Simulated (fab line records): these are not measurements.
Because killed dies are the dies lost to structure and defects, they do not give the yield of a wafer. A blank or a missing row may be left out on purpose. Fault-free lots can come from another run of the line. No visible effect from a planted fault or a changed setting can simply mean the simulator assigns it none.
Which of the tools did it? / flow gf180mcu / 14 lots with 42 wafers sampled at 2 steps, on a route of 602 steps

WHAT THE GAUGES READ, wafer by wafer
GF_HV_LDD_TW_MEAS_50.
lot=L547; measured=day 12 10:17; on=film-metro-03; HV_LDD_4_TW=573 572 569
lot=L548; measured=day 12 19:30; on=film-metro-04; HV_LDD_4_TW=567 565 567
lot=L549; measured=day 13 02:40; on=film-metro-03; HV_LDD_4_TW=573 571 569
lot=L550; measured=day 13 11:25; on=film-metro-01; HV_LDD_4_TW=565 566 568
lot=L551; measured=day 13 14:46; on=film-metro-03; HV_LDD_4_TW=712 709 713
lot=L557; measured=day 15 19:12; on=film-metro-04; HV_LDD_4_TW=705 704 701
lot=L561; measured=day 17 02:46; on=film-metro-01; HV_LDD_4_TW=575 577 573
lot=L562; measured=day 17 08:24; on=film-metro-04; HV_LDD_4_TW=571 570 569
lot=L563; measured=day 17 19:14; on=film-metro-01; HV_LDD_4_TW=575 575 579
lot=L565; measured=day 18 07:19; on=film-metro-04; HV_LDD_4_TW=569 568 569
lot=L567; measured=day 18 22:44; on=film-metro-04; HV_LDD_4_TW=568 564 568
lot=L568; measured=day 19 07:13; on=film-metro-04; HV_LDD_4_TW=568 571 569
lot=L569; measured=day 19 17:38; on=film-metro-03; HV_LDD_4_TW=570 570 571
lot=L564; measured=day 21 05:23; on=film-metro-01; HV_LDD_4_TW=573 572 572

WHAT TOOL EACH LOT RAN ON (gives the tool, then ch and the chambers of the sampled wafers, and finally the start)
lot=L547; GF_HV_LDD_IMPLANT_48=implanter-01 ch 0, day 12 10:02
lot=L548; GF_HV_LDD_IMPLANT_48=implanter-03 ch 0, day 12 19:17
lot=L549; GF_HV_LDD_IMPLANT_48=implanter-04 ch 0, day 13 02:25
lot=L550; GF_HV_LDD_IMPLANT_48=implanter-03 ch 0, day 13 11:10
lot=L551; GF_HV_LDD_IMPLANT_48=implanter-01 ch 0, day 13 14:08
lot=L557; GF_HV_LDD_IMPLANT_48=implanter-03 ch 0, day 15 18:38 and implanter-01 ch 0, day 15 18:57
lot=L561; GF_HV_LDD_IMPLANT_48=implanter-04 ch 0, day 17 02:31
lot=L562; GF_HV_LDD_IMPLANT_48=implanter-04 ch 0, day 17 08:10
lot=L563; GF_HV_LDD_IMPLANT_48=implanter-04 ch 0, day 17 18:59
lot=L565; GF_HV_LDD_IMPLANT_48=implanter-04 ch 0, day 18 07:05
lot=L567; GF_HV_LDD_IMPLANT_48=implanter-04 ch 0, day 18 22:29
lot=L568; GF_HV_LDD_IMPLANT_48=implanter-04 ch 0, day 19 06:58
lot=L569; GF_HV_LDD_IMPLANT_48=implanter-01 ch 0, day 19 17:23
lot=L564; GF_HV_LDD_IMPLANT_48=implanter-03 ch 0, day 21 05:08
- GF_HV_LDD_IMPLANT_48

AS READ BY THE TOOLS THEMSELVES (means over the sampled wafers that have a number; for cases with no such wafer, the mark the record gives instead)
GF_HV_LDD_IMPLANT_48.
lot=L547; tool=implanter-01; tilt-deg (degrees)=6.976
lot=L548; tool=implanter-03; tilt-deg (degrees)=6.999
lot=L549; tool=implanter-04; tilt-deg (degrees)=6.991
lot=L550; tool=implanter-03; tilt-deg (degrees)=7.010
lot=L551; tool=implanter-01; tilt-deg (degrees)=7.009
lot=L557; tool=implanter-03/implanter-01; tilt-deg (degrees)=6.999
lot=L561; tool=implanter-04; tilt-deg (degrees)=6.993
lot=L562; tool=implanter-04; tilt-deg (degrees)=6.986
lot=L563; tool=implanter-04; tilt-deg (degrees)=6.991
lot=L565; tool=implanter-04; tilt-deg (degrees)=7.025
lot=L567; tool=implanter-04; tilt-deg (degrees)=6.996
lot=L568; tool=implanter-04; tilt-deg (degrees)=6.987
lot=L569; tool=implanter-01; tilt-deg (degrees)=6.963
lot=L564; tool=implanter-03; tilt-deg (degrees)=7.002

THE ANSWER, worked out from the rows above alone
Rule: the usual values come from the lots themselves. The widest of any qualifying gaps counts: lots, ordered by their means at a reading, are off when they make up no more than a third of the lots, leave a main group of 4 or more, and stand apart from it by 3 or more times the standard deviation of that group's means. If all means in a main group match to the digits the tables above print for the reading, that group is not used. A lot without any number at a reading at which 4 lots or more have one is off too. All remaining lots with rows at the step are treated as sound. The gauges are gone through in route order, then the tools' own readings, and for those a lot's mean is taken as printed above. At the first step where some lot is off, the reading lying furthest off is the one used; lots without a number count as furthest.
Off: L551, L557, seen at GF_HV_LDD_TW_MEAS_50 (HV_LDD_4_TW). The main group has a mean of 570 with a standard deviation of 3.1.
If a tool, at a process step before that reading, ran all the lots that are off and no sound lot after the first of them, it fits. The gauges at GF_HV_LDD_TW_MEAS_50 are tried like those tools. Of those tried, none fits.

WHAT HAD BEEN PUT IN BY THE SIMULATOR
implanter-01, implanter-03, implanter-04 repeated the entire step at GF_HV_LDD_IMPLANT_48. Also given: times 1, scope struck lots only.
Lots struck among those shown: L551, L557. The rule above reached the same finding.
